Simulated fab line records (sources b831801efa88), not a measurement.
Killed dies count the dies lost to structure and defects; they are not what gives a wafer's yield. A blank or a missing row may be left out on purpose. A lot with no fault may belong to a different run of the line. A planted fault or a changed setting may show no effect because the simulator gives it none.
fab line records -- flow gf180mcu
[record] lots = 5, wafers = 15, last_day = 34
route steps=602 shown V5@550
lots untouched by any fault: they come from a run of this same line in which no faults occurred
start_h: hours from the record's first day to the start of the lot's first wafer shown -- wait_h: hours from the lot's prior step to this one -- " as in the row above -- L1.1+2: one row covering several wafers at once -- - value missing, or start not given -- * or withheld: withheld -- < > ~ a bound
route shown NAME@n: NAME is a module with steps in the file, n the number in the route of the first one -- usual: mean/standard deviation of fault-free wafers -- same: alike in all rows -- chamber/n: place in a boat -- sites: each site's reading -- _std_site: their standard deviation -- _edge_site: the outer-site mean with the inner-site mean subtracted -- radius_mm: for every site, how far away it sits from the centre of the wafer -- mask NAME#n: copy n -- behind: tool/chamber where the wafer was last shaped -- hold: the reason the lot was held/the length of the hold in hours/how it ended -- device: the transistor (n, p or np) that didn't switch -- end of line: tests of these same wafers at the route's end -- a step without rows: its recipe alone -- killed: the dies lost at the first sort to structure and to defects; this is not the yield of the wafer -- map: per-die view of a wafer (x killed, . not killed, _ where there is no die)
set.NAME: the setting that was run; set.NAME@STEP: the one run at that earlier step -- model.NAME: the simulator's own value behind a step, which no gauge read
lots seen at some steps along the route; tables by step, rows by wafer
services: the hour from which a tool's chamber was out of use, counted from the record's first day as start_h (under 0 if before that day), plus the number of hours and why
[[steps]]
[step GF_V5_SOFTBAKE_10]
[recipe] temp_c = 130, time_s = 60, resist = KrF
[step GF_V5_EXPOSE_11]
[recipe] mask_id = Via5, target_cd_nm = 260, na = 0.68, source_shape = conventional, sigma_outer = 0.6, dose_mj = 38
[step GF_V5_PEB_12]
[recipe] peb_temp_c = 135, peb_time_s = 90, resist = KrF
[step GF_V5_DEVELOP_13]
[recipe] develop_time_s = 60, resist = KrF, dev_temp_c = 21
[step GF_V5_CD_MEAS_14]
[recipe] target_cd_nm = 260
[usual] cd_nm = 260.1/1.3
lot.wafer,tool,chamber,start_h,wait_h,cd_nm
L128.1,cd_sem-02,-,649.12,0.1,260.5
L128.2,cd_sem-02,-,649.12,0.1,262.8
L128.6,cd_sem-02,-,649.12,0.1,261.1
L131.2,cd_sem-01,-,667.19,0.1,256.3
L131.4,cd_sem-01,-,667.19,0.1,257.5
L131.5,cd_sem-01,-,667.19,0.1,257.8
L134.3,cd_sem-02,-,685.96,0.1,260.0
L134.5,cd_sem-02,-,685.96,0.1,261.1
L134.6,cd_sem-02,-,685.96,0.1,261.5
L147.2,cd_sem-02,-,771.07,0.1,260.2
L147.5,cd_sem-02,-,771.07,0.1,260.4
L147.6,cd_sem-02,-,771.07,0.1,259.9
L148.2,cd_sem-01,-,777.54,0.1,261.6
L148.3,cd_sem-01,-,777.54,0.1,260.8
L148.4,cd_sem-01,-,777.54,0.1,261.0
[step GF_V5_OVL_MEAS_15]
[usual] V5_OVL = -2/6.2
lot.wafer,tool,chamber,start_h,wait_h,V5_OVL[nm]
L128.1,overlay-02,-,649.24,0.1,12
L128.2,overlay-02,-,649.24,0.1,4
L128.6,overlay-02,-,649.24,0.1,9
L131.2,overlay-02,-,667.29,0.1,6
L131.4,overlay-02,-,667.29,0.1,-1
L131.5,overlay-02,-,667.29,0.1,4
L134.3,overlay-01,-,686.05,0.1,-4
L134.5,overlay-01,-,686.05,0.1,0
L134.6,overlay-01,-,686.05,0.1,-2
L147.2,overlay-01,-,771.17,0.1,-4
L147.5,overlay-01,-,771.17,0.1,-2
L147.6,overlay-01,-,771.17,0.1,-5
L148.2,overlay-02,-,777.64,0.1,-1
L148.3,overlay-02,-,777.64,0.1,-9
L148.4,overlay-02,-,777.64,0.1,-11
[step GF_V5_ETCH_16]
[recipe] chemistry = N2/H2, target_depth_a = withheld, overetch_a = withheld, time_s = withheld, target = BARC, ion_energy_ev = 200, source_w = 500, bias_w = 100, pressure_mtorr = 30, n2_flow_sccm = 100, h2_flow_sccm = 200
[usual] bias_w = 100.0/0.31, drypump_motor_current_A = 6.0/0.49, oes_product_au = 0.855/0.0051, throttle_valve_pct = 13.226/0.0095
lot.wafer,tool,chamber,start_h,wait_h,bias_w,drypump_motor_current_A,oes_product_au,throttle_valve_pct
L128.1,rie_diel-02,0,649.27,0.0,100.1,5.8,0.856,13.213
L128.2,rie_diel-02,3,649.27,0.0,100.9,5.8,0.847,13.206
L128.6,rie_diel-02,2,649.27,0.0,100.0,6.6,0.853,13.222
L131.2,rie_diel-01,2,667.32,0.0,100.1,4.8,0.863,13.210
L131.4,rie_diel-01,1,667.32,0.0,99.8,6.0,0.855,13.216
L131.5,rie_diel-01,2,667.32,0.0,99.7,4.8,0.856,13.224
L134.3,rie_diel-04,2,686.07,0.0,100.4,6.5,0.843,13.226
L134.5,rie_diel-04,0,686.07,0.0,99.9,6.6,0.858,13.231
L134.6,rie_diel-04,3,686.07,0.0,99.8,6.0,0.864,13.243
L147.2,rie_diel-04,0,771.20,0.0,99.6,6.6,0.853,13.233
L147.5,rie_diel-04,0,771.20,0.0,99.6,6.5,0.850,13.222
L147.6,rie_diel-04,3,771.20,0.0,99.6,6.0,0.856,13.233
L148.2,rie_diel-04,1,777.67,0.0,100.4,6.4,0.858,13.235
L148.3,rie_diel-04,3,777.67,0.0,100.3,6.0,0.856,13.230
L148.4,rie_diel-04,2,777.67,0.0,99.7,6.5,0.849,13.217
[step GF_V5_ETCH_17]
[recipe] chemistry = C4F8/O2/Ar, mask_material = KrF, target = SiO2, stop_on = TiN, source_w = 1500, bias_w = 1200, pressure_mtorr = 40, c4f8_flow_sccm = withheld, O2_flow_sccm = 6, Ar_flow_sccm = 300, time_s = withheld, target_depth_a = 8550
[usual] bias_w = 1200/3.5, oes_product_au = 0.860/0.0053
lot.wafer,tool,chamber,start_h,wait_h,bias_w,oes_product_au
L128.1,rie_diel-02,0,-,-,1198,0.869
L128.2,rie_diel-02,3,-,-,1202,0.866
L128.6,rie_diel-02,2,-,-,1206,0.866
L131.2,rie_diel-01,2,-,-,1201,0.866
L131.4,rie_diel-01,1,-,-,1203,0.857
L131.5,rie_diel-01,2,-,-,1202,0.856
L134.3,rie_diel-04,2,-,-,1200,0.865
L134.5,rie_diel-04,0,-,-,1203,0.866
L134.6,rie_diel-04,3,-,-,1198,0.854
L147.2,rie_diel-04,0,-,-,1200,0.856
L147.5,rie_diel-04,0,-,-,1197,0.857
L147.6,rie_diel-04,3,-,-,1199,0.859
L148.2,rie_diel-04,1,-,-,1205,0.869
L148.3,rie_diel-04,3,-,-,1201,0.854
L148.4,rie_diel-04,2,-,-,1205,0.860
[step GF_V5_STRIP_18]
[recipe] chemistry = O2/N2, power_w = 1400, pressure_mtorr = 1500, platen_temp_c = 250, o2_flow_sccm = 3000, n2_flow_sccm = 300, overash_fraction = 0.5
[usual] drypump_motor_current_A = 5.64/0.14, heater_power_w = 319/37, oes_product_au = 0.568/0.0047
lot.wafer,tool,chamber,start_h,wait_h,drypump_motor_current_A,heater_power_w,oes_product_au,rf_hours_counter_h
L128.1,plasma_asher-03,1,649.43,-,5.38,354,0.569,101
L128.2,plasma_asher-03,0,649.43,-,5.76,288,0.553,101
L128.6,plasma_asher-03,1,649.43,-,5.42,349,0.562,-
L131.2,plasma_asher-03,1,667.48,-,5.42,353,0.572,103
L131.4,plasma_asher-03,0,667.48,-,5.75,288,0.561,-
L131.5,plasma_asher-03,1,667.48,-,5.43,356,0.566,-
L134.3,plasma_asher-02,1,686.27,-,5.78,280,0.567,-
L134.5,plasma_asher-02,0,686.27,-,5.66,321,0.573,-
L134.6,plasma_asher-02,1,686.27,-,5.78,278,0.571,-
L147.2,plasma_asher-02,1,771.35,-,5.76,288,0.562,103
L147.5,plasma_asher-02,0,771.35,-,5.67,317,0.579,-
L147.6,plasma_asher-02,1,771.35,-,5.77,283,0.565,-
L148.2,plasma_asher-01,0,777.83,-,5.77,290,0.574,65
L148.3,plasma_asher-01,1,777.83,-,5.56,395,0.556,-
L148.4,plasma_asher-01,0,777.83,-,5.78,289,0.573,-
[step GF_V5_STRIP_19]
[recipe] chemistry = post_etch_residue_remover, time_s = 1200, temp_c = 72.5
[step GF_V5_CLEAN_20]
[recipe] chemistry = DIW, dry = n2_spin
[step GF_V5_SPUTTER_21]
[recipe] material = Ti, target_thk_nm = 15, chamber_pressure_pa = 5, power_w = 2500, substrate_temp_c = 200, time_s = 80.02
[usual] throttle_valve_pct = 30.1/0.92
lot.wafer,tool,chamber,start_h,wait_h,throttle_valve_pct
L128.1,pvd_sputter-04,-,649.96,0.0,29.0
L128.2,pvd_sputter-04,-,649.96,0.0,30.0
L128.6,pvd_sputter-04,-,649.96,0.0,29.5
L131.2,pvd_sputter-04,-,668.02,0.0,29.6
L131.4,pvd_sputter-04,-,668.02,0.0,30.1
L131.5,pvd_sputter-04,-,668.02,0.0,30.3
L134.3,pvd_sputter-04,-,686.86,0.0,30.3
L134.5,pvd_sputter-04,-,686.86,0.0,29.7
L134.6,pvd_sputter-04,-,686.86,0.0,29.0
L147.2,pvd_sputter-01,-,771.89,0.0,28.4
L147.5,pvd_sputter-01,-,771.89,0.0,28.6
L147.6,pvd_sputter-01,-,771.89,0.0,30.2
L148.2,pvd_sputter-02,-,778.36,0.0,30.6
L148.3,pvd_sputter-02,-,778.36,0.0,31.5
L148.4,pvd_sputter-02,-,778.36,0.0,31.7
[step GF_V5_SPUTTER_22]
[recipe] material = TiN, target_thk_nm = 10, chamber_pressure_pa = 5, power_w = 4000, time_s = 40
[usual] throttle_valve_pct = 30.1/0.89
lot.wafer,tool,chamber,start_h,wait_h,throttle_valve_pct,model.TiN_of_V5_SPUTTER_22.thk_nm
L128.1,pvd_sputter-04,-,650.02,0.0,29.2,9.848
L128.2,pvd_sputter-04,-,650.02,0.0,30.0,9.934
L128.6,pvd_sputter-04,-,650.02,0.0,29.7,9.991
L131.2,pvd_sputter-04,-,668.08,0.0,29.8,10.08
L131.4,pvd_sputter-04,-,668.08,0.0,30.1,10.16
L131.5,pvd_sputter-04,-,668.08,0.0,30.2,9.986
L134.3,pvd_sputter-04,-,686.92,0.0,30.3,10.02
L134.5,pvd_sputter-04,-,686.92,0.0,29.7,14.28
L134.6,pvd_sputter-04,-,686.92,0.0,29.2,9.997
L147.2,pvd_sputter-01,-,771.95,0.0,28.7,10.32
L147.5,pvd_sputter-01,-,771.95,0.0,28.6,10.26
L147.6,pvd_sputter-01,-,771.95,0.0,30.0,10.33
L148.2,pvd_sputter-02,-,778.42,0.0,31.0,10.23
L148.3,pvd_sputter-02,-,778.42,0.0,31.5,10.49
L148.4,pvd_sputter-02,-,778.42,0.0,31.8,10.36
[step GF_V5_CVD_23]
[recipe] material = W, target_thk_nm = 350, time_s = 104.9, temp_c = 400, pressure_torr = 40
[usual] heater_power_w = 868/91
lot.wafer,tool,chamber,start_h,wait_h,heater_power_w
L128.1,cvd_w-01,0,650.06,0.0,983
L128.2,cvd_w-01,1,650.06,0.0,739
L128.6,cvd_w-01,0,650.06,0.0,990
L131.2,cvd_w-02,1,668.12,0.0,832
L131.4,cvd_w-02,1,668.12,0.0,849
L131.5,cvd_w-02,0,668.12,0.0,900
L134.3,cvd_w-02,1,687.00,0.1,842
L134.5,cvd_w-02,1,687.00,0.1,862
L134.6,cvd_w-02,0,687.00,0.1,927
L147.2,cvd_w-02,0,771.99,0.0,916
L147.5,cvd_w-02,1,771.99,0.0,852
L147.6,cvd_w-02,0,771.99,0.0,915
L148.2,cvd_w-01,1,778.46,0.0,749
L148.3,cvd_w-01,1,778.46,0.0,716
L148.4,cvd_w-01,0,778.46,0.0,1000
[[services]]
tool,chamber,start_h,hours,kind
plasma_asher-01,-,640.03,61.8,pm
pvd_sputter-01,3,641.78,-,consumable_replace:kit
pvd_sputter-01,3,641.78,18.0,scheduled_down
pvd_sputter-04,3,644.70,-,consumable_replace:kit
pvd_sputter-04,3,644.70,18.0,scheduled_down
pvd_sputter-04,3,644.70,18.0,vent_cycle
plasma_asher-02,-,651.34,2.8,pm
cvd_w-02,-,669.01,6.0,pm
plasma_asher-02,-,671.85,3.1,repair
pvd_sputter-01,-,677.71,1.0,repair
rie_diel-04,0,688.39,2.1,repair
plasma_asher-01,-,701.82,2.8,pm
rie_diel-01,0,703.86,2.8,repair
plasma_asher-01,-,724.21,0.6,repair
plasma_asher-02,-,728.11,0.5,repair
pvd_sputter-04,-,728.38,2.4,repair
plasma_asher-03,-,733.75,9.0,pm
plasma_asher-01,-,737.63,5.1,repair
pvd_sputter-04,-,754.73,2.8,repair
pvd_sputter-04,2,759.24,-,consumable_replace:kit
pvd_sputter-04,2,759.24,18.0,scheduled_down
pvd_sputter-04,2,759.24,18.0,vent_cycle
cvd_w-01,-,769.61,2.7,repair
pvd_sputter-02,-,770.29,8.0,repair
[[key]]
first_sign none at tools or gauges
[model_effect] step = GF_V5_SPUTTER_22, value = TiN_of_V5_SPUTTER_22.thk_nm, without = 10, struck = 14.28
met_at GF_V5_SPUTTER_22
struck_wafers L134.5
onset_between 668.08 686.92
[fault] kind = process_parameter_drift, tool = pvd_sputter-04, chamber = -, onset_h = 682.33, steps = GF_V5_SPUTTER_22, channel = target_thk_nm, offset = 4.2751, shape = step, end_h = 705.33, acts_in = these_recipes_only, stated = 10, scope = struck_wafers_only
